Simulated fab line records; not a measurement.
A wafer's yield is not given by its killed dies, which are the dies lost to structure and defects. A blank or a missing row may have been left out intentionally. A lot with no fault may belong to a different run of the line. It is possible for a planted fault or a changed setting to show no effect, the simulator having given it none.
Struck lot and sound lot, side by side -- flow sky130 -- 42 steps out of a route of 708
Sound: wafers L219.2, L219.4, L219.5. Wafers L231.1, L231.2, L231.3 were the ones struck. The cause comes at the end.
At each step with rows: each side's tool, then ch and its chambers, then its first start. Under that, the readings that differ: sound wafers -- struck wafers -- difference of the means -- sigmas: that difference in standard deviations of wafers without a fault.
alike: a reading whose means differ by less than 2 such deviations, as well as words and numbers matching on both sides. not compared: withheld readings; readings where some wafer has no value; bounds like >300 that might hide an equal value; numbers whose values overlap and for which the record gives no deviation.
The two part at a step that has a row with sigmas, a row that says differs or no value, or rows on one side only. Numbers that don't overlap but have no deviation are shown without sigmas and don't part them. A reading that every wafer of one side lacks parts them only if that side has two wafers or more.

SKY_SD_P_CD_MEAS_07: the cd target is 380 nm.
  struck on cd-sem-01, day 31 21:37; sound on cd-sem-02, day 27 05:55
  alike: cd-nm
SKY_SD_P_OVL_MEAS_08:
  struck on overlay-02, day 31 21:44; sound on overlay-02, day 27 06:01
  alike: SD_P_OVL
then, 1 step without rows for these wafers: SKY_SD_P_IMPLANT_09.
SKY_SD_P_STRIP_10: strips in O2/N2.
  sound on plasma-asher-04 ch 0,1, day 27 06:11; struck on plasma-asher-01 ch 0,1, day 31 21:56
  alike: drypump-motor-current-A, oes-product-au, strip-time-to-endpoint-s
  not compared: rf-hours-counter-h
SKY_SD_P_TW_MEAS_11:
  struck on film-metro-01, day 31 22:02; sound on film-metro-04, day 27 06:18
  alike: SD_P_TW
then, 7 steps without rows for these wafers: SKY_RES_XHIGH_DEHYDRATE_00 (time 60 s); SKY_RES_XHIGH_HMDS_01 (prime time 62.52 s); SKY_RES_XHIGH_COAT_02 (resist thk 1140 nm); SKY_RES_XHIGH_SOFTBAKE_03 (time 60 s); SKY_RES_XHIGH_EXPOSE_04 (exposes mask URPM, target cd 1270 nm); SKY_RES_XHIGH_PEB_05; SKY_RES_XHIGH_DEVELOP_06 (develop time 60 s).
SKY_RES_XHIGH_IMPLANT_07:
  sound on implanter-04 ch 0, day 28 11:08; struck on implanter-02 ch 0, day 33 01:19
  alike: tilt-deg
SKY_RES_XHIGH_STRIP_08: strips in O2/N2.
  sound on plasma-asher-02 ch 0,1, day 28 11:16; struck on plasma-asher-02 ch 0,1, day 33 01:28
  alike: drypump-motor-current-A, oes-product-au, strip-time-to-endpoint-s
  not compared: rf-hours-counter-h
SKY_RES_XHIGH_TW_MEAS_09:
  struck on film-metro-02, day 33 01:34; sound on film-metro-01, day 28 11:23
  alike: RES_XHIGH_TW
then, 7 steps without rows for these wafers: SKY_SD_N_DEHYDRATE_00 (time 60 s); SKY_SD_N_HMDS_01 (prime time 60 s); SKY_SD_N_COAT_02 (resist thk 1140 nm); SKY_SD_N_SOFTBAKE_03 (time 60 s); SKY_SD_N_EXPOSE_04 (exposes mask NSDM, target cd 380 nm); SKY_SD_N_PEB_05; SKY_SD_N_DEVELOP_06 (develop time 60 s).
SKY_SD_N_CD_MEAS_07: the cd target is 380 nm.
  struck on cd-sem-01, day 34 04:05; sound on cd-sem-02, day 29 14:43
  alike: cd-nm
SKY_SD_N_OVL_MEAS_08:
  struck on overlay-01, day 34 04:13; sound on overlay-02, day 29 14:49
  alike: SD_N_OVL
then, 2 steps without rows for these wafers: SKY_SD_N_IMPLANT_09; SKY_SD_N_IMPLANT_10.
SKY_SD_N_STRIP_11: strips in O2/N2.
  sound on plasma-asher-04 ch 0,1, day 29 15:09; struck on plasma-asher-04 ch 0,1, day 34 04:33
  alike: drypump-motor-current-A, oes-product-au, strip-time-to-endpoint-s
  not compared: rf-hours-counter-h
SKY_SD_N_TW_MEAS_12:
  struck on film-metro-04, day 34 04:39; sound on film-metro-04, day 29 15:16
  alike: SD_N_TW
then, 1 step without rows for these wafers: SKY_SD_N_CLEAN_13 (cleans in SC1/SC2, time 150 s).
SKY_SD_N_RTA_14: time 2 s.
  sound on rtp-anneal-02 ch 0, day 29 15:22; struck on rtp-anneal-01 ch 0, day 34 04:46
  alike: lamp-power-pct, wafer_temp_C_max
SKY_SD_N_RS_MEAS_16: measures by four-point-probe.
  struck on film-metro-01, day 34 04:56; sound on film-metro-02, day 29 15:33
  alike: SD_N_RS
SKY_SD_N_RS_MEAS_17: measures by four-point-probe.
  struck on film-metro-01, day 34 05:03; sound on film-metro-02, day 29 15:40
  alike: SD_P_RS
SKY_SD_N_RS_MEAS_18: measures by four-point-probe.
  struck on film-metro-01, day 34 05:10; sound on film-metro-02, day 29 15:47
  alike: RES_XHIGH_RS
then, 2 steps without rows for these wafers: SKY_SALICIDE_CLEAN_00 (cleans in HF-last, time 30 s); SKY_LI_CONTACT_HDPCVD_00 (deposits PSG, target thk 930 nm, time 155 s).
SKY_LI_CONTACT_THK_MEAS_01:
  struck on film-metro-01, day 34 05:25; sound on film-metro-01, day 29 16:01
  alike: LI_CONTACT_HDPCVD_THK
SKY_LI_CONTACT_CMP_02: polishes PSG.
  sound on cmp-01 ch 0,1, day 29 16:04; struck on cmp-01 ch 1,2,3, day 34 05:28
  alike: edge-zone-pressure-frac, motor-current-A, platen-rpm, time-to-endpoint-s
SKY_LI_CONTACT_BOW_MEAS_03:
  struck on film-metro-02, day 34 05:46; sound on film-metro-01, day 29 16:23
  alike: LI_CONTACT_BOW
then, 3 steps without rows for these wafers: SKY_LI_CONTACT_DEHYDRATE_04 (time 60 s); SKY_LI_CONTACT_HMDS_05 (prime time 60 s); SKY_LI_CONTACT_COAT_06 (resist thk 60 nm).
-- record jumps: 16 days separate the struck wafers' starts on either side; left off in module LI_CONTACT, taken up again in module PAD_OPEN, whose first shown step is the route's number 708 --
SKY_PAD_OPEN_PROBE_99:
  struck on prober-01, day 50 02:36; sound on prober-02, day 47 00:22
reading,sound,struck,difference,sigmas
model.etest.res-xhigh-po.rs-ohm-sq-rim-less-centre,-38.59 -35.54 -30.54,-110.2 -109.8 -106.6,-74.0,
model.etest.res-xhigh-po.rs-ohm-sq-range,51.05 49.91 37.55,130.6 129.6 129.5,+83.7,
  alike: killed_at_M0_to_M3, killed_at_M4_up, killed-at-contacts, killed-at-front-end, killed-at-other, killed-dies, killed-open, killed-short

WHERE THEY PART
Nowhere in this record.

WHY: what had been put in by the simulator
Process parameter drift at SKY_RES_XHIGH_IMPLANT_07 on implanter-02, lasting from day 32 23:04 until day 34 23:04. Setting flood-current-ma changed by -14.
